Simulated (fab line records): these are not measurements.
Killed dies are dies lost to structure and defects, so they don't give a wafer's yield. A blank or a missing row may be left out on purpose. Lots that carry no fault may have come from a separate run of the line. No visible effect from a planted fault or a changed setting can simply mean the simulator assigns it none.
fab line records	flow gf180mcu
[record] lots = 13	wafers = 39	lastDay = 34
route steps=602 shown CONTACT@289 M2@365 V2@387
lots untouched by any fault: they come from a run of this same line in which no faults occurred
startH: hours from the record's opening day to when the first of the lot's shown wafers began	waitH: hours from the lot's prior step to this one	" unchanged from the row above	L1.1+2: a single row standing in for several wafers	- value missing, or start not given	* or withheld: withheld	< > ~ a bound
route shown NAME@n: names a module that has steps shown in the file, with the first one's number in the route	usual: mean/standard deviation taken from wafers without a fault	same: alike in all rows	chamber/n: place in a boat	sites: the reading at each site	_std_site: their standard deviation	_edge_site: inner sites' mean taken away from outer sites' mean	radiusMm: how far each site lies from the wafer's centre	mask NAME#n: copy n	behind: the last tool/chamber to shape the wafer	hold: the reason the lot was held/the length of the hold in hours/how it ended	device: names the non-switching transistor (n, p or np)	end of line: the tests these same wafers got at the end of their route	for a step that has no rows: nothing shown but its recipe	killed: count of dies lost to structure and defects at first sort (not the wafer's yield)	map: shows each die of a wafer: x if killed, . if not, _ if none is there
set.NAME: the setting as run; set.NAME@STEP: as run at that earlier step	model.NAME: the simulator's own value behind a step, which no gauge read
route steps across a sampled set of lots; one table per step, one row per wafer
services: when a tool's chamber went out of use (startH, in hours from the record's first day, below 0 if earlier), for how many hours, and the reason
[[steps]]
[step GF_CONTACT_CVD_02]
[recipe] material = SiO2	targetThkNm = 860	precursor = TEOS	tempC = 400	timeS = 95.992	rfW = 600
[usual] heaterPowerW = 629/96
lot.wafer	tool	chamber	startH	waitH	heaterPowerW
L577.2	pecvd-02	2	335.17	0.0	608
L577.4	"	1	"	"	810
L577.6	"	0	"	"	509
L578.1	pecvd-01	2	349.49	0.1	617
L578.5	"	0	"	"	722
L578.6	"	1	"	"	633
L579.1	pecvd-01	1	357.24	0.1	537
L579.2	"	0	"	"	716
L579.6	"	2	"	"	568
L580.1	pecvd-02	1	365.33	0.1	805
L580.2	"	2	"	"	607
L580.3	"	0	"	"	649
L583.1	pecvd-02	1	394.21	0.1	661
L583.5	"	2	"	"	499
L583.6	"	1	"	"	718
L586.1	pecvd-02	0	417.00	0.1	585
L586.5	"	0	"	"	627
L586.6	"	2	"	"	501
L587.1	pecvd-02	0	428.94	0.1	556
L587.3	"	1	"	"	679
L587.6	"	0	"	"	614
L588.1	pecvd-02	1	435.80	0.1	787
L588.4	"	0	"	"	588
L588.6	"	2	"	"	574
L589.2	pecvd-02	1	445.79	0.0	707
L589.3	"	2	"	"	606
L589.6	"	0	"	"	601
L597.2	pecvd-02	2	514.49	0.0	533
L597.4	"	1	"	"	785
L597.6	"	0	"	"	511
L598.1	pecvd-02	2	520.03	0.1	600
L598.3	"	1	"	"	720
L598.5	"	1	"	"	796
L599.2	pecvd-02	1	524.09	0.0	809
L599.4	"	2	"	"	504
L599.5	"	0	"	"	638
L600.1	pecvd-03	2	537.49	0.1	838
L600.3	"	1	"	"	555
L600.5	"	1	"	"	430
[step GF_CONTACT_THK_MEAS_03]
[recipe] reads = SiO2_of_CONTACT_CVD_02
[usual] CONTACT_CVD_02_THK = 863/11
lot.wafer	tool	chamber	startH	waitH	CONTACT_CVD_02_THK[nm]
L577.2	filmMetro-04	-	335.25	0.0	855
L577.4	"	-	"	"	867
L577.6	"	-	"	"	865
L578.1	filmMetro-02	-	349.56	0.0	846
L578.5	"	-	"	"	867
L578.6	"	-	"	"	859
L579.1	filmMetro-02	-	357.31	0.0	861
L579.2	"	-	"	"	864
L579.6	"	-	"	"	859
L580.1	filmMetro-02	-	365.40	0.0	853
L580.2	"	-	"	"	848
L580.3	"	-	"	"	846
L583.1	filmMetro-01	-	394.28	0.0	846
L583.5	"	-	"	"	860
L583.6	"	-	"	"	861
L586.1	filmMetro-01	-	417.07	0.0	848
L586.5	"	-	"	"	876
L586.6	"	-	"	"	865
L587.1	filmMetro-02	-	429.01	0.0	856
L587.3	"	-	"	"	858
L587.6	"	-	"	"	863
L588.1	filmMetro-02	-	435.87	0.0	631
L588.4	"	-	"	"	876
L588.6	"	-	"	"	635
L589.2	filmMetro-01	-	445.87	0.0	859
L589.3	"	-	"	"	854
L589.6	"	-	"	"	623
L597.2	filmMetro-04	-	514.57	0.0	861
L597.4	"	-	"	"	868
L597.6	"	-	"	"	873
L598.1	filmMetro-01	-	520.10	0.0	864
L598.3	"	-	"	"	866
L598.5	"	-	"	"	875
L599.2	filmMetro-01	-	524.19	0.1	858
L599.4	"	-	"	"	880
L599.5	"	-	"	"	875
L600.1	filmMetro-01	-	537.56	0.0	858
L600.3	"	-	"	"	862
L600.5	"	-	"	"	872
[step GF_CONTACT_CMP_04]
[recipe] material = SiO2	downForcePsi = 4	platenRpm = 60	padVelocityMS = 0.94248
[usual] motorCurrentA = 12.0/1.6	timeToEndpointS = 113/5.9
lot.wafer	tool	chamber	startH	waitH	motorCurrentA	timeToEndpointS
L577.2	cmp-01	0	335.40	0.1	10.0	109
L577.4	"	1	"	"	13.0	112
L577.6	"	3	"	"	12.5	110
L578.1	cmp-01	1	349.85	0.3	13.3	105
L578.6	"	1	"	"	12.7	106
L578.5	"	2	"	"	10.9	106
L579.1	cmp-01	2	357.42	0.1	11.9	103
L579.2	"	3	"	"	13.0	108
L579.6	"	1	"	"	12.4	107
L580.3	cmp-02	1	365.51	0.1	14.6	104
L580.1	"	2	"	"	10.5	105
L580.2	"	3	"	"	14.2	104
L583.1	cmp-01	2	394.44	0.1	11.5	98
L583.5	"	0	"	"	10.3	114
L583.6	"	1	"	"	13.8	108
L586.1	cmp-01	1	417.18	0.1	12.8	109
L586.6	"	0	"	"	10.0	116
L586.5	"	1	"	"	13.2	123
L587.3	cmp-02	0	429.17	0.1	9.9	109
L587.1	"	1	"	"	15.0	110
L587.6	"	3	"	"	13.7	112
L588.1	cmp-01	3	435.98	0.1	13.2	27
L588.4	"	0	"	"	9.8	125
L588.6	"	2	"	"	11.8	28
L589.2	cmp-02	2	445.92	0.0	11.0	107
L589.3	"	3	"	"	13.2	111
L589.6	"	3	"	"	13.8	25
L597.2	cmp-01	2	514.62	0.0	11.7	115
L597.4	"	0	"	"	9.9	124
L597.6	"	3	"	"	13.1	126
L598.1	cmp-02	1	520.16	0.1	15.0	114
L598.3	"	0	"	"	9.6	119
L598.5	"	1	"	"	13.4	117
L599.4	cmp-02	2	524.29	0.1	10.9	121
L599.2	"	3	"	"	14.2	114
L599.5	"	2	"	"	11.0	117
L600.3	cmp-02	2	537.67	0.1	10.7	114
L600.1	"	0	"	"	9.0	114
L600.5	"	1	"	"	14.2	115
[step GF_M2_SPUTTER_03]
[recipe] material = Ti	targetThkNm = 10	substrateTempC = 300	chamberPressurePa = 0.3	powerW = 3000	timeS = 6.7
[usual] throttleValvePct = 30.3/0.79
lot.wafer	tool	chamber	startH	waitH	throttleValvePct
L577.2	pvdSputter-01	-	407.13	0.0	30.8
L577.4	"	-	"	"	28.8
L577.6	"	-	"	"	29.7
L578.1	pvdSputter-01	-	423.41	0.0	28.9
L578.5	"	-	"	"	30.8
L578.6	"	-	"	"	28.8
L579.1	pvdSputter-02	-	430.68	0.0	29.7
L579.2	"	-	"	"	30.6
L579.6	"	-	"	"	30.7
L580.1	pvdSputter-02	-	440.60	0.0	29.8
L580.2	"	-	"	"	31.2
L580.3	"	-	"	"	30.8
L583.1	pvdSputter-01	-	470.62	0.0	29.6
L583.5	"	-	"	"	28.8
L583.6	"	-	"	"	29.9
L586.1	pvdSputter-04	-	495.23	0.0	29.9
L586.5	"	-	"	"	30.6
L586.6	"	-	"	"	30.9
L587.1	pvdSputter-02	-	504.62	0.0	31.5
L587.3	"	-	"	"	30.7
L587.6	"	-	"	"	31.1
L588.1	pvdSputter-01	-	513.33	0.0	30.6
L588.4	"	-	"	"	29.7
L588.6	"	-	"	"	28.7
L589.2	pvdSputter-04	-	522.18	0.0	31.2
L589.3	"	-	"	"	30.9
L589.6	"	-	"	"	30.7
L597.2	pvdSputter-02	-	586.36	0.0	31.0
L597.4	"	-	"	"	29.7
L597.6	"	-	"	"	31.4
L598.1	pvdSputter-01	-	591.41	0.0	29.6
L598.3	"	-	"	"	30.5
L598.5	"	-	"	"	29.5
L599.2	pvdSputter-02	-	596.41	0.0	31.4
L599.4	"	-	"	"	31.0
L599.5	"	-	"	"	31.1
L600.1	pvdSputter-04	-	608.04	0.0	31.0
L600.3	"	-	"	"	31.0
L600.5	"	-	"	"	30.8
[step GF_V2_BOW_MEAS_05]
[recipe] mode = bow
[usual] V2_BOW = 100/9
lot.wafer	tool	chamber	startH	waitH	V2_BOW[um]
L577.2	filmMetro-01	-	431.67	0.2	105
L577.4	"	-	"	"	96
L577.6	"	-	"	"	102
L578.1	filmMetro-01	-	448.44	0.1	99
L578.5	"	-	"	"	92
L578.6	"	-	"	"	103
L579.1	filmMetro-04	-	455.53	0.2	100
L579.2	"	-	"	"	108
L579.6	"	-	"	"	97
L580.1	filmMetro-01	-	466.46	0.2	108
L580.2	"	-	"	"	107
L580.3	"	-	"	"	109
L583.1	filmMetro-04	-	495.90	0.3	97
L583.5	"	-	"	"	97
L583.6	"	-	"	"	90
L586.1	filmMetro-02	-	519.92	0.2	95
L586.5	"	-	"	"	88
L586.6	"	-	"	"	94
L587.1	filmMetro-02	-	529.17	0.1	110
L587.3	"	-	"	"	114
L587.6	"	-	"	"	108
L588.1	filmMetro-01	-	538.22	0.1	119
L588.4	"	-	"	"	109
L588.6	"	-	"	"	120
L589.2	filmMetro-02	-	546.17	0.2	84
L589.3	"	-	"	"	101
L589.6	"	-	"	"	103
L597.2	filmMetro-01	-	609.20	0.2	84
L597.4	"	-	"	"	91
L597.6	"	-	"	"	75
L598.1	filmMetro-02	-	613.50	0.2	105
L598.3	"	-	"	"	102
L598.5	"	-	"	"	104
L599.2	filmMetro-01	-	619.09	0.3	104
L599.4	"	-	"	"	107
L599.5	"	-	"	"	103
L600.1	filmMetro-02	-	629.93	0.1	103
L600.3	"	-	"	"	97
L600.5	"	-	"	"	108
[step GF_V2_STRIP_18]
[recipe] chemistry = O2/N2	powerW = 1400	pressureMtorr = 1500	platenTempC = 250	o2FlowSccm = 3000	n2FlowSccm = 300	overashFraction = 0.5
[usual] drypumpMotorCurrentA = 5.8/0.41	heaterPowerW = 328/29	oesProductAu = 0.593/0.0048
lot.wafer	tool	chamber	startH	waitH	drypumpMotorCurrentA	heaterPowerW	oesProductAu	rfHoursCounterH
L577.2	plasmaAsher-01	0	456.53	-	5.4	364	0.597	68
L577.4	"	1	"	"	5.7	314	0.595	-
L577.6	"	0	"	"	5.5	374	0.596	-
L578.1	plasmaAsher-01	0	472.98	-	5.5	368	0.590	70
L578.5	"	0	"	"	5.5	376	0.597	-
L578.6	"	1	"	"	5.7	302	0.588	-
L579.1	plasmaAsher-02	1	479.83	-	5.9	342	0.585	85
L579.2	"	0	"	"	6.0	295	0.584	85
L579.6	"	0	"	"	6.1	280	0.593	-
L580.1	plasmaAsher-04	1	491.03	-	6.4	321	0.595	6
L580.2	"	0	"	"	5.1	343	0.598	6
L580.3	"	0	"	"	5.1	341	0.593	-
L583.1	plasmaAsher-04	0	519.30	-	5.1	330	0.591	10
L583.5	"	1	"	"	6.4	314	0.591	-
L583.6	"	0	"	"	5.1	333	0.601	-
L586.1	plasmaAsher-04	1	543.83	-	6.4	324	0.595	14
L586.5	"	0	"	"	5.1	333	0.594	-
L586.6	"	1	"	"	6.4	318	0.592	-
L587.1	plasmaAsher-02	1	552.43	-	5.9	346	0.592	91
L587.3	"	0	"	"	6.0	280	0.589	-
L587.6	"	1	"	"	6.0	344	0.580	-
L588.1	plasmaAsher-01	0	561.65	-	5.6	378	0.592	79
L588.4	"	1	"	"	5.7	316	0.598	-
L588.6	"	1	"	"	5.7	300	0.587	-
L589.2	plasmaAsher-04	1	568.25	-	6.4	324	0.594	17
L589.3	"	0	"	"	5.1	335	0.591	-
L589.6	"	0	"	"	5.1	330	0.587	-
L597.2	plasmaAsher-04	1	630.03	-	6.4	320	0.587	23
L597.4	"	0	"	"	5.1	335	0.589	-
L597.6	"	0	"	"	5.1	337	0.589	-
L598.1	plasmaAsher-01	1	634.68	-	5.8	310	0.586	88
L598.3	"	1	"	"	5.7	311	0.592	-
L598.5	"	1	"	"	5.7	309	0.601	-
L599.2	plasmaAsher-02	0	639.60	-	6.0	281	0.596	99
L599.4	"	1	"	"	5.9	353	0.592	-
L599.5	"	0	"	"	6.0	279	0.600	-
L600.1	plasmaAsher-02	0	650.02	-	6.0	285	0.598	100
L600.3	"	0	"	"	6.0	275	0.587	-
L600.5	"	1	"	"	5.9	340	0.596	-
[[services]]
tool	chamber	startH	hours	kind
pvdSputter-01	-	314.04	5.5	repair
pvdSputter-02	-	321.64	1.4	repair
pvdSputter-01	-	338.71	24.9	repair
cmp-02	-	345.07	8.2	pm
cmp-02	-	355.24	2.7	repair
cmp-01	-	390.25	3.4	pm
cmp-02	-	396.82	1.5	repair
cmp-02	-	404.00	4.0	pm
plasmaAsher-04	-	411.43	2.6	repair
plasmaAsher-04	-	421.25	9.0	pm
plasmaAsher-04	-	431.83	2.0	repair
pecvd-02	2	475.02	9.4	repair
pecvd-02	0	484.15	3.8	repair
cmp-02	-	509.93	1.9	repair
cmp-01	-	532.75	1.4	repair
cmp-01	-	534.11	6.3	pm
pecvd-02	-	535.90	5.5	pm
cmp-01	-	541.61	2.0	repair
cmp-01	-	572.00	4.0	pm
pecvd-02	1	579.26	4.4	repair
cmp-02	-	588.98	0.3	repair
pecvd-02	-	591.12	14.0	pm
cmp-02	-	610.08	6.6	pm
pecvd-02	-	643.90	6.0	pm
[[key]]
[firstSign] step = GF_CONTACT_THK_MEAS_03	reading = CONTACT_CVD_02_THK	direction = down	sigmas = 22	usual = 863	struck = 630
[effect] step = GF_CONTACT_CMP_04	reading = timeToEndpointS	direction = down	sigmas = 15	usual = *	struck = *
metAt GF_CONTACT_CVD_02
struckLots L588,L589
struckWafers L588.1,L588.6,L589.6
testerLeftOut L588,L589
notActingAt GF_M2_SPUTTER_03,GF_V2_BOW_MEAS_05,GF_V2_STRIP_18
onsetBetween 428.94 435.80
[fault] kind = processParameterDrift	tool = pecvd-02	chamber = -	onsetH = 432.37	steps = GF_CONTACT_CVD_02	channel = targetThkNm	offset = -232.94	shape = step	endH = 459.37	scope = struckWafersOnly	actsIn = theseRecipesOnly	stated = 860
// testerLeftOut: of these lots the tester's yield and bins aren't shown, on N5 and GAA mostly nor the transistor test; their killed dies are dies lost to structure and defects alone, not to doping, threshold or leakage, so they don't give the yield
